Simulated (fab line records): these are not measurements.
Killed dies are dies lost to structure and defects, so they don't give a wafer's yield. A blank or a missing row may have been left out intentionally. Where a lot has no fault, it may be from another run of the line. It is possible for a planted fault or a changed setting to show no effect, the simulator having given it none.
Which tool was responsible? || flow sky130 || 37 wafers from 13 lots sampled at 2 of the route's 708 steps

## WHAT EACH GAUGE READ, for each wafer
The record lacks any reading of a measuring or inspecting step that a usual standard deviation could be used to judge.

## EACH LOT AND THE TOOL THAT RAN IT (in order: tool; ch and the chambers of the sampled wafers; start)
{"lot": "L707", "SKY_VIA1_SOFTBAKE_08": "litho_track-04 ch 0, day 33 00:00", "SKY_PAD_OPEN_PROBE_99": "-"}
{"lot": "L708", "SKY_VIA1_SOFTBAKE_08": "litho_track-03 ch 0, day 33 14:00", "SKY_PAD_OPEN_PROBE_99": "-"}
{"lot": "L709", "SKY_VIA1_SOFTBAKE_08": "litho_track-01 ch 0, day 34 17:00", "SKY_PAD_OPEN_PROBE_99": "-"}
{"lot": "L711", "SKY_VIA1_SOFTBAKE_08": "litho_track-04 ch 0, day 35 07:00", "SKY_PAD_OPEN_PROBE_99": "prober-02, day 47 06:40"}
{"lot": "L710", "SKY_VIA1_SOFTBAKE_08": "litho_track-04 ch 0, day 35 09:00", "SKY_PAD_OPEN_PROBE_99": "prober-02, day 47 08:57"}
{"lot": "L713", "SKY_VIA1_SOFTBAKE_08": "litho_track-01 ch 0, day 35 20:00", "SKY_PAD_OPEN_PROBE_99": "prober-02, day 47 11:53"}
{"lot": "L720", "SKY_VIA1_SOFTBAKE_08": "litho_track-01 ch 0, day 37 09:00", "SKY_PAD_OPEN_PROBE_99": "prober-01, day 48 14:20"}
{"lot": "L721", "SKY_VIA1_SOFTBAKE_08": "litho_track-01 ch 0, day 37 11:00", "SKY_PAD_OPEN_PROBE_99": "prober-02, day 48 21:52"}
{"lot": "L725", "SKY_VIA1_SOFTBAKE_08": "litho_track-03 ch 0, day 38 13:00", "SKY_PAD_OPEN_PROBE_99": "prober-02, day 49 10:03"}
{"lot": "L726", "SKY_VIA1_SOFTBAKE_08": "litho_track-04 ch 0, day 39 07:00", "SKY_PAD_OPEN_PROBE_99": "prober-01, day 50 00:06"}
{"lot": "L727", "SKY_VIA1_SOFTBAKE_08": "litho_track-04 ch 0, day 39 16:00", "SKY_PAD_OPEN_PROBE_99": "prober-02, day 50 10:55"}
{"lot": "L728", "SKY_VIA1_SOFTBAKE_08": "litho_track-03 ch 0, day 39 19:00", "SKY_PAD_OPEN_PROBE_99": "-"}
{"lot": "L729", "SKY_VIA1_SOFTBAKE_08": "litho_track-04 ch 0, day 39 21:00", "SKY_PAD_OPEN_PROBE_99": "-"}
- SKY_VIA1_SOFTBAKE_08: time 90 s.
- SKY_PAD_OPEN_PROBE_99

## AS READ BY THE TOOLS THEMSELVES (means over the sampled wafers that have a number; for cases with no such wafer, the mark the record gives instead)
SKY_VIA1_SOFTBAKE_08.
{"lot": "L707", "tool": "litho_track-04", "exhaust_pa (Pa)": 44.7, "heater_power_total_W (W)": 57.27, "resist_line_temp_C (C)": 22.87, "run_length_s (s)": 119.02}
{"lot": "L708", "tool": "litho_track-03", "exhaust_pa (Pa)": 44.3, "heater_power_total_W (W)": 57.35, "resist_line_temp_C (C)": 22.99, "run_length_s (s)": 119.33}
{"lot": "L709", "tool": "litho_track-01", "exhaust_pa (Pa)": 44.8, "heater_power_total_W (W)": 57.35, "resist_line_temp_C (C)": 23.05, "run_length_s (s)": 119.19}
{"lot": "L711", "tool": "litho_track-04", "exhaust_pa (Pa)": 44.1, "heater_power_total_W (W)": 57.31, "resist_line_temp_C (C)": 22.94, "run_length_s (s)": 119.14}
{"lot": "L710", "tool": "litho_track-04", "exhaust_pa (Pa)": 45.2, "heater_power_total_W (W)": 57.37, "resist_line_temp_C (C)": 22.99, "run_length_s (s)": 119.18}
{"lot": "L713", "tool": "litho_track-01", "exhaust_pa (Pa)": 44.8, "heater_power_total_W (W)": 57.31, "resist_line_temp_C (C)": 23.01, "run_length_s (s)": 119.16}
{"lot": "L720", "tool": "litho_track-01", "exhaust_pa (Pa)": 44.7, "heater_power_total_W (W)": 58.39, "resist_line_temp_C (C)": 23.02, "run_length_s (s)": 115.00}
{"lot": "L721", "tool": "litho_track-01", "exhaust_pa (Pa)": 45.1, "heater_power_total_W (W)": 58.25, "resist_line_temp_C (C)": 23.14, "run_length_s (s)": 115.08}
{"lot": "L725", "tool": "litho_track-03", "exhaust_pa (Pa)": 45.0, "heater_power_total_W (W)": 57.37, "resist_line_temp_C (C)": 23.05, "run_length_s (s)": 119.31}
{"lot": "L726", "tool": "litho_track-04", "exhaust_pa (Pa)": 45.4, "heater_power_total_W (W)": 57.51, "resist_line_temp_C (C)": 22.96, "run_length_s (s)": 119.09}
{"lot": "L727", "tool": "litho_track-04", "exhaust_pa (Pa)": 45.0, "heater_power_total_W (W)": 57.37, "resist_line_temp_C (C)": 23.04, "run_length_s (s)": 119.16}
{"lot": "L728", "tool": "litho_track-03", "exhaust_pa (Pa)": 45.6, "heater_power_total_W (W)": 57.44, "resist_line_temp_C (C)": 23.01, "run_length_s (s)": 119.36}
{"lot": "L729", "tool": "litho_track-04", "exhaust_pa (Pa)": 44.0, "heater_power_total_W (W)": 57.35, "resist_line_temp_C (C)": 23.09, "run_length_s (s)": 119.09}

SKY_PAD_OPEN_PROBE_99.
{"lot": "L711", "tool": "prober-02", "defect_limited_yield (%)": 81.6, "killed_at_M0_to_M3": 47, "killed_at_M4_up": 2.7, "killed_at_contacts": 20, "killed_at_front_end": 20, "killed_at_other": 0.7, "killed_dies": 90, "killed_open": 48, "killed_short": 42, "sort_bin_3_pad_short (%)": 0.7, "sort_bin_5_function (%)": 10.9, "sort_bin_6_memory (%)": 6.8, "sort_bin_8_speed (%)": 0.00, "sort_n_pass": 402, "sort_yield_pct (%)": 81.6}
{"lot": "L710", "tool": "prober-02", "defect_limited_yield (%)": 81.8, "killed_at_M0_to_M3": 41, "killed_at_M4_up": 2.3, "killed_at_contacts": 28, "killed_at_front_end": 18, "killed_at_other": 0.0, "killed_dies": 90, "killed_open": 47, "killed_short": 42, "sort_bin_3_pad_short (%)": 1.0, "sort_bin_5_function (%)": 11.4, "sort_bin_6_memory (%)": 5.8, "sort_bin_8_speed (%)": 0.00, "sort_n_pass": 402, "sort_yield_pct (%)": 81.8}
{"lot": "L713", "tool": "prober-02", "defect_limited_yield (%)": 81.5, "killed_at_M0_to_M3": 41, "killed_at_M4_up": 4.7, "killed_at_contacts": 29, "killed_at_front_end": 16, "killed_at_other": 0.7, "killed_dies": 91, "killed_open": 46, "killed_short": 45, "sort_bin_3_pad_short (%)": 0.7, "sort_bin_5_function (%)": 12.0, "sort_bin_6_memory (%)": 5.8, "sort_bin_8_speed (%)": 0.00, "sort_n_pass": 401, "sort_yield_pct (%)": 81.5}
{"lot": "L720", "tool": "prober-01", "defect_limited_yield (%)": 83.0, "killed_at_M0_to_M3": 40, "killed_at_M4_up": 3.0, "killed_at_contacts": 25, "killed_at_front_end": 15, "killed_at_other": 1.0, "killed_dies": 84, "killed_open": 44, "killed_short": 40, "sort_bin_3_pad_short (%)": 0.7, "sort_bin_5_function (%)": 11.0, "sort_bin_6_memory (%)": 5.3, "sort_bin_8_speed (%)": 0.00, "sort_n_pass": 408, "sort_yield_pct (%)": 83.0}
{"lot": "L721", "tool": "prober-02", "defect_limited_yield (%)": 83.6, "killed_at_M0_to_M3": 45, "killed_at_M4_up": 2.0, "killed_at_contacts": 24, "killed_at_front_end": 10, "killed_at_other": 0.0, "killed_dies": 81, "killed_open": 44, "killed_short": 36, "sort_bin_3_pad_short (%)": 0.5, "sort_bin_5_function (%)": 10.1, "sort_bin_6_memory (%)": 5.9, "sort_bin_8_speed (%)": 0.00, "sort_n_pass": 411, "sort_yield_pct (%)": 83.6}
{"lot": "L725", "tool": "prober-02", "defect_limited_yield (%)": 83.8, "killed_at_M0_to_M3": 43, "killed_at_M4_up": 3.0, "killed_at_contacts": 18, "killed_at_front_end": 15, "killed_at_other": 1.0, "killed_dies": 80, "killed_open": 43, "killed_short": 35, "sort_bin_3_pad_short (%)": 0.9, "sort_bin_5_function (%)": 9.5, "sort_bin_6_memory (%)": 5.8, "sort_bin_8_speed (%)": 0.00, "sort_n_pass": 412, "sort_yield_pct (%)": 83.8}
{"lot": "L726", "tool": "prober-01", "defect_limited_yield (%)": 81.0, "killed_at_M0_to_M3": 50, "killed_at_M4_up": 3.7, "killed_at_contacts": 22, "killed_at_front_end": 17, "killed_at_other": 0.0, "killed_dies": 93, "killed_open": 55, "killed_short": 38, "sort_bin_3_pad_short (%)": 1.2, "sort_bin_5_function (%)": 11.3, "sort_bin_6_memory (%)": 6.4, "sort_bin_8_speed (%)": 0.00, "sort_n_pass": 399, "sort_yield_pct (%)": 81.0}
{"lot": "L727", "tool": "prober-02", "defect_limited_yield (%)": 81.9, "killed_at_M0_to_M3": 42, "killed_at_M4_up": 3.0, "killed_at_contacts": 30, "killed_at_front_end": 14, "killed_at_other": 0.0, "killed_dies": 89, "killed_open": 48, "killed_short": 41, "sort_bin_3_pad_short (%)": 0.8, "sort_bin_5_function (%)": 10.9, "sort_bin_6_memory (%)": 6.4, "sort_bin_8_speed (%)": 0.00, "sort_n_pass": 403, "sort_yield_pct (%)": 81.9}

## THE ANSWER, worked out from the rows above alone
Rule: the lots themselves supply what counts as usual. The widest of any qualifying gaps counts: lots, ordered by their means at a reading, are off when they make up no more than a third of the lots, leave a main group of 4 or more, and stand apart from it by 3 or more times the standard deviation of that group's means. A main group whose means are all the same, to the digits that the tables above print for the reading, isn't used. A lot without any number at a reading at which 4 lots or more have one is off too. The other lots that the step has rows for count as sound. Order of review: gauges by route order, followed by the tools' own readings, for which a lot's mean as printed above is used. At the first step where some lot is off, the reading lying furthest off is the one used; lots without a number count as furthest.
Off, at SKY_VIA1_SOFTBAKE_08 on run_length_s: L720, L721. Main group: mean 119.18 s, sd 0.1.
If a tool, at that step or one of the process steps before it, ran each lot that is off and ran no sound lot following the first of them, it fits. One fits: litho_track-01 at SKY_VIA1_SOFTBAKE_08. A fault onset in the window from L713 (day 35 20:00, its last sound lot) to L720 (day 37 09:00, its first lot off) fits.
The tool's own readings at SKY_VIA1_SOFTBAKE_08 bear it out: on the lots that are off they differ by more than 5 times the standard deviation of the sound lots' means. heater_power_total_W reads 58.32 W there against 57.36 W on the sound lots; run_length_s reads 115.04 s there against 119.18 s on the sound lots.

## WHAT HAD BEEN PUT IN BY THE SIMULATOR
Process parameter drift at SKY_VIA1_SOFTBAKE_08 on litho_track-01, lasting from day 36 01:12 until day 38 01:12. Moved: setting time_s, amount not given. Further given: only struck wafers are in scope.
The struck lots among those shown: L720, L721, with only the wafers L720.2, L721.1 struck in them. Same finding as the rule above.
